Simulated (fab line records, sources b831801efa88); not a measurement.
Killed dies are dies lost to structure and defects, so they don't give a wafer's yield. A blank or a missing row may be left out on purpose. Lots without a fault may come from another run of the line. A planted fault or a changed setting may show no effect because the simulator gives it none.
Which tool did it? | flow sky130 | 12 lots, 36 wafers sampled, at 5 steps of a route of 708

WHAT THE GAUGES READ, wafer by wafer
SKY_SD_P_CD_MEAS_07: target cd 380 nm. Usual: cd_nm 379.1 nm, standard deviation 2.7.
lot  | measured     | on        | cd_nm (nm)                          | flag
L138 | day 25 07:55 | cd_sem-01 | 377.5 377.9 379.8                   |
L140 | day 26 13:27 | cd_sem-02 | 380.9 382.0 380.0                   |
L141 | day 27 07:31 | cd_sem-01 | 378.9 380.0 380.2                   |
L143 | day 27 09:32 | cd_sem-02 | 378.6 376.8 374.9                   |
L144 | day 28 01:57 | cd_sem-02 | 386.0 382.4 383.2                   |
L145 | day 28 14:40 | cd_sem-02 | 378.9 383.2 381.4                   |
L147 | day 29 07:33 | cd_sem-02 | 375.4 375.7 374.9                   |
L149 | day 29 15:02 | cd_sem-02 | 381.6 380.9 382.8                   |
L150 | day 30 00:06 | cd_sem-01 | 367.6 378.4 377.7 367.3 378.4 377.5 |
L152 | day 31 07:43 | cd_sem-01 | 370.2 369.3 379.2 370.5 369.2 379.2 |
L158 | day 33 08:30 | cd_sem-02 | 379.4 376.0 377.2                   |
L161 | day 33 19:18 | cd_sem-01 | 376.6 377.9 375.7                   |

SKY_SD_N_RS_MEAS_16: measures by four-point-probe. Usual: SD_N_RS 68.54 ohm/sq, standard deviation 0.13.
lot  | measured     | on            | SD_N_RS (ohm/sq)  | flag
L138 | day 27 20:25 | film_metro-02 | 68.56 68.43 68.57 |
L140 | day 29 00:55 | film_metro-04 | 68.59 68.50 68.84 |
L141 | day 29 17:38 | film_metro-02 | 68.27 68.26 68.34 |
L143 | day 29 21:43 | film_metro-04 | 68.68 68.70 68.61 |
L144 | day 30 13:17 | film_metro-04 | 68.52 68.71 68.53 |
L145 | day 31 00:12 | film_metro-01 | 68.66 68.47 68.61 |
L147 | day 31 16:55 | film_metro-02 | 68.49 68.50 68.39 |
L149 | day 32 00:07 | film_metro-01 | 68.68 68.65 68.90 |
L150 | day 32 09:39 | film_metro-04 | 68.86 68.73 68.67 |
L152 | day 33 15:40 | film_metro-02 | 68.46 68.31 68.45 |
L158 | day 35 14:38 | film_metro-01 | 68.68 68.43 68.62 |
L161 | day 36 01:36 | film_metro-04 | 68.55 68.46 68.63 |

WHICH TOOL RAN EACH LOT (tool, then ch and the chambers of the sampled wafers, then the start)
lot  | SKY_SD_P_EXPOSE_04                  | SKY_RES_XHIGH_STRIP_08               | SKY_SD_N_STRIP_11
L138 | iline_stepper-01 ch 0, day 24 17:49 | plasma_asher-04 ch 0,1, day 26 14:16 | plasma_asher-02 ch 0,1, day 27 20:01
L140 | iline_stepper-02 ch 0, day 25 22:53 | plasma_asher-03 ch 0,1, day 27 18:53 | plasma_asher-04 ch 0,1, day 29 00:32
L141 | iline_stepper-02 ch 0, day 26 16:31 | plasma_asher-03 ch 0,1, day 28 12:55 | plasma_asher-02 ch 0,1, day 29 17:14
L143 | iline_stepper-02 ch 0, day 26 19:04 | plasma_asher-04 ch 0,1, day 28 16:09 | plasma_asher-01 ch 0,1, day 29 21:20
L144 | iline_stepper-02 ch 0, day 27 10:53 | plasma_asher-03 ch 0,1, day 29 07:49 | plasma_asher-02 ch 0,1, day 30 12:53
L145 | iline_stepper-02 ch 0, day 28 00:14 | plasma_asher-04 ch 0,1, day 29 19:55 | plasma_asher-01 ch 0,1, day 30 23:49
L147 | iline_stepper-01 ch 0, day 28 16:37 | plasma_asher-02 ch 0,1, day 30 12:38 | plasma_asher-04 ch 0,1, day 31 16:31
L149 | iline_stepper-02 ch 0, day 29 00:57 | plasma_asher-02 ch 0,1, day 30 20:04 | plasma_asher-02 ch 0,1, day 31 23:44
L150 | iline_stepper-02 ch 0, day 29 10:55 | plasma_asher-04 ch 0,1, day 31 04:57 | plasma_asher-01 ch 0,1, day 32 09:16
L152 | iline_stepper-02 ch 0, day 30 18:47 | plasma_asher-02 ch 0,1, day 32 11:43 | plasma_asher-04 ch 0,1, day 33 15:16
L158 | iline_stepper-01 ch 0, day 32 19:10 | plasma_asher-03 ch 0,1, day 34 11:50 | plasma_asher-01 ch 0,1, day 35 14:14
L161 | iline_stepper-01 ch 0, day 33 05:58 | plasma_asher-03 ch 1, day 34 22:35   | plasma_asher-02 ch 0,1, day 36 01:11
- SKY_SD_P_EXPOSE_04: exposes mask PSDM, target cd 380 nm.
- SKY_RES_XHIGH_STRIP_08: strips in O2/N2.
- SKY_SD_N_STRIP_11: strips in O2/N2.

WHAT THE TOOLS THEMSELVES READ (means of the sampled wafers that have a number; where no wafer has one, the mark that the record gives instead)
SKY_RES_XHIGH_STRIP_08. Usual: drypump_motor_current_A 5.5 A, standard deviation 0.49; oes_product_au 0.711 a.u., standard deviation 0.0046; strip_time_to_endpoint_s 14.27 s, standard deviation 0.035.
lot  | tool            | drypump_motor_current_A (A) | oes_product_au (a.u.) | strip_time_to_endpoint_s (s) | flag
L138 | plasma_asher-04 | 5.0                         | 0.711                 | 14.26                        |
L140 | plasma_asher-03 | 6.1                         | 0.708                 | 14.28                        |
L141 | plasma_asher-03 | 6.0                         | 0.708                 | 14.29                        |
L143 | plasma_asher-04 | 5.1                         | 0.710                 | 14.24                        |
L144 | plasma_asher-03 | 6.2                         | 0.710                 | 14.29                        |
L145 | plasma_asher-04 | 5.1                         | 0.708                 | 14.21                        |
L147 | plasma_asher-02 | 5.4                         | 0.714                 | 14.31                        |
L149 | plasma_asher-02 | 5.4                         | 0.713                 | 14.26                        |
L150 | plasma_asher-04 | 5.1                         | 0.717                 | 14.30                        |
L152 | plasma_asher-02 | 5.3                         | 0.712                 | 14.33                        |
L158 | plasma_asher-03 | 6.0                         | 0.709                 | 14.30                        |
L161 | plasma_asher-03 | 5.8                         | 0.712                 | 14.24                        |

SKY_SD_N_STRIP_11. Usual: drypump_motor_current_A 5.3 A, standard deviation 0.33; oes_product_au 0.527 a.u., standard deviation 0.0048; strip_time_to_endpoint_s 22.56 s, standard deviation 0.04.
lot  | tool            | drypump_motor_current_A (A) | oes_product_au (a.u.) | strip_time_to_endpoint_s (s) | flag
L138 | plasma_asher-02 | 5.4                         | 0.527                 | 22.55                        |
L140 | plasma_asher-04 | 5.1                         | 0.527                 | 22.59                        |
L141 | plasma_asher-02 | 5.3                         | 0.525                 | 22.60                        |
L143 | plasma_asher-01 | 5.3                         | 0.533                 | 22.53                        |
L144 | plasma_asher-02 | 5.4                         | 0.528                 | 22.52                        |
L145 | plasma_asher-01 | 5.4                         | 0.526                 | 22.53                        |
L147 | plasma_asher-04 | 5.0                         | 0.525                 | 22.58                        |
L149 | plasma_asher-02 | 5.4                         | 0.526                 | 22.55                        |
L150 | plasma_asher-01 | 5.4                         | 0.527                 | 22.55                        |
L152 | plasma_asher-04 | 5.1                         | 0.530                 | 22.53                        |
L158 | plasma_asher-01 | 5.1                         | 0.527                 | 22.50                        |
L161 | plasma_asher-02 | 5.3                         | 0.526                 | 22.57                        |

THE ANSWER, worked out from the rows above alone
Rule: a lot is off if the mean of its wafers that have a number lies more than 3 standard deviations from the usual mean. A lot without any number at a reading at which 4 lots or more have one is off too. The other lots that the step has rows for count as sound. The gauges are gone through in route order, then the tools' own readings, and for those a lot's mean is taken as printed above. The first step at which some lot is off is used, and at that step the reading that is off furthest; a lot without a number counts as furthest.
No lot is off at any reading shown: from this, nothing can be told.

WHAT THE SIMULATOR HAD PUT IN
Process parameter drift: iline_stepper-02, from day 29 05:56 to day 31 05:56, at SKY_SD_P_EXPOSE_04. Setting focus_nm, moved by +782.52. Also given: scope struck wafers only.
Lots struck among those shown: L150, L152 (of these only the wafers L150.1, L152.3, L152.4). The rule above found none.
